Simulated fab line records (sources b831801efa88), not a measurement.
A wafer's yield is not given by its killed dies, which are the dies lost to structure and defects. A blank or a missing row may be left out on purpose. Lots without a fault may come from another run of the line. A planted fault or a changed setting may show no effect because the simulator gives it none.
Which tool was responsible? | flow sky130 | 6 lots, 18 wafers sampled, at 2 steps of a route of 708

WHAT EACH GAUGE READ, for each wafer
SKY_SD_P_TW_MEAS_11.
lot  | measured     | on           | SD_P_TW
L709 | day 25 18:20 | filmMetro-02 | 2880 2848 2845
L714 | day 28 00:00 | filmMetro-02 | 30 30 30
L720 | day 29 19:50 | filmMetro-02 | 2822 2845 2831
L724 | day 31 15:20 | filmMetro-03 | 2836 2813 2823
L727 | day 32 19:29 | filmMetro-03 | 2817 2821 2832
L729 | day 33 11:43 | filmMetro-02 | 2821 2828 2827

WHICH TOOL RAN EACH LOT (tool, then ch and the chambers of the sampled wafers, then the start)
lot  | SKY_SD_P_DEVELOP_06
L709 | lithoTrack-02 ch 0, day 25 17:47
L714 | lithoTrack-02 ch 0, day 27 23:28
L720 | lithoTrack-04 ch 0, day 29 19:17
L724 | lithoTrack-03 ch 0, day 31 14:47
L727 | lithoTrack-02 ch 0, day 32 18:56
L729 | lithoTrack-04 ch 0, day 33 11:10
- SKY_SD_P_DEVELOP_06: develop time 60 s.

THE ANSWER, worked out from the rows above alone
Rule: usual is defined by the lots themselves. The widest of any qualifying gaps counts: lots, ordered by their means at a reading, are off when they make up no more than a third of the lots, leave a main group of 4 or more, and stand apart from it by 3 or more times the standard deviation of that group's means. A main group whose means are all the same, to the digits that the tables above print for the reading, isn't used. Also off: a lot with no number at a reading for which 4 or more lots have one. The other lots that the step has rows for count as sound.
Off: at SKY_SD_P_TW_MEAS_11 (SD_P_TW), L714. The main group has a mean of 2833 with a standard deviation of 13.
If a tool, at a process step before that reading, ran all the lots that are off and no sound lot after the first of them, it fits. The gauges at SKY_SD_P_TW_MEAS_11 are tried like those tools. Not one of the candidates tried fits.

WHAT THE SIMULATOR HAD PUT IN
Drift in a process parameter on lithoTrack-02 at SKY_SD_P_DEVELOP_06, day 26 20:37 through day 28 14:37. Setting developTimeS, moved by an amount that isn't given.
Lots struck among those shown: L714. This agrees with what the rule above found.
